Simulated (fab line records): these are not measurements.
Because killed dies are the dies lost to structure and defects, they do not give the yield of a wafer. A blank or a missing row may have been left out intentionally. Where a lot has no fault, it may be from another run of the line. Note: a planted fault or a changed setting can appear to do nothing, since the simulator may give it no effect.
8D (eight disciplines) problem report, filled in by code    flow sky130    the parts of the form that need people (team, actions taken, sign-off) are left out

## 1. WHAT WENT WRONG
Wafers free of any fault read 90.2 nm (standard deviation 1.3) for PASSIVATION_CVD_00_THK at SKY_PASSIVATION_THK_MEAS_01, against a mean of 136.1 nm on 4 wafers of 2 lots. That is +35 standard deviations from the usual mean.
Seen first at day 46 19:12 on filmMetro-03, wafer L561.2. The record holds 18 wafers of 6 lots with a number at this step. Rule for "out" (also "out of limits"): further than 4 standard deviations from the usual mean. Any other wafer with a number is counted as sound.

## 2. WHAT IT IS AND WHAT IT IS NOT
question                     is                              is not
which readings at this step  PASSIVATION_CVD_00_THK          -
which lots                   L561, L563                      L552, L555, L566, L574
which wafers of those lots   L561.2, L561.6, L563.2, L563.6  L561.4, L563.4
read on which gauges         filmMetro-03, filmMetro-04      filmMetro-02
when                         from day 46 19:12               up to then (7 sound wafers); but 7 sound wafers of L563, L566, L574 came after

## 3. SUSPECTS, AND WHAT RULES EACH OUT
Counting: any tool at a process step up to the reading remains a suspect provided it ran every lot that is out. Sound lots after the first of them don't rule it out here, since some wafers of a struck lot are sound.
- ruled out: the gauge at SKY_PASSIVATION_THK_MEAS_01. The wafers that are out were read on 2 gauges (filmMetro-03, filmMetro-04).
- pecvd-04 at SKY_PASSIVATION_CVD_00 (deposits SiO2, target thk 90 nm): kept. It processed each lot that is out (first: L561, day 46 19:10); up to then, its last sound lot is L555 (day 44 15:22).
The count leaves pecvd-04 at SKY_PASSIVATION_CVD_00.

## 4. THE CAUSE (what the simulator had put in)
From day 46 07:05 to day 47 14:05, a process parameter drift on pecvd-04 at SKY_PASSIVATION_CVD_00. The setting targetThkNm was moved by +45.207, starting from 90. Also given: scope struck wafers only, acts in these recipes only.
Counting left only this tool.

## 5. THE EFFECT CHAIN, in route order
Each row: a reading where the mean over the struck wafers with a number is more than 3 standard deviations away from the usual. Only readings whose record carries a usual standard deviation are examined. hours: median over the lots of the time between each lot's start at the first step of this table that gives one and its start at this step. sigmas: the change, counted in usual standard deviations.
hours  step                         reading                 usual       on struck wafers  change  sigmas
0      SKY_PASSIVATION_THK_MEAS_01  PASSIVATION_CVD_00_THK  90.2 nm     136.1             +45.9   +35
39     SKY_PAD_OPEN_ETCH_07         oesProductAu            0.972 a.u.  0.995             +0.023  +3.1
41     SKY_PAD_OPEN_PROBE_99        killedAtOther           0.2         1.8               +1.6    +3.2
The process steps in it:
- SKY_PAD_OPEN_ETCH_07: etches the open film in CF4/O2, stops on AlCu, target depth 725 nm, time 161.1 s.
- SKY_PAD_OPEN_PROBE_99
At these later measuring or inspecting steps, every struck wafer for which the step has a row has a number for every such reading, and none has moved that far: SKY_PASSIVATION_THK_MEAS_03.

## 6. WHAT WOULD HAVE CAUGHT IT SOONER
The first out-of-limits reading at a measuring or inspecting step in this record came at day 46 19:12, 12 hours after the fault's start at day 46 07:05.
Of the tool readings at SKY_PASSIVATION_CVD_00 for which the record gives a usual standard deviation, none was out on any struck wafer, so an alarm limit of 4 standard deviations on them would not have fired.
Of the lots that are out (2), L563 began SKY_PASSIVATION_CVD_00 on pecvd-04 after day 46 19:12. It would have been spared by a hold on the tool at that moment.
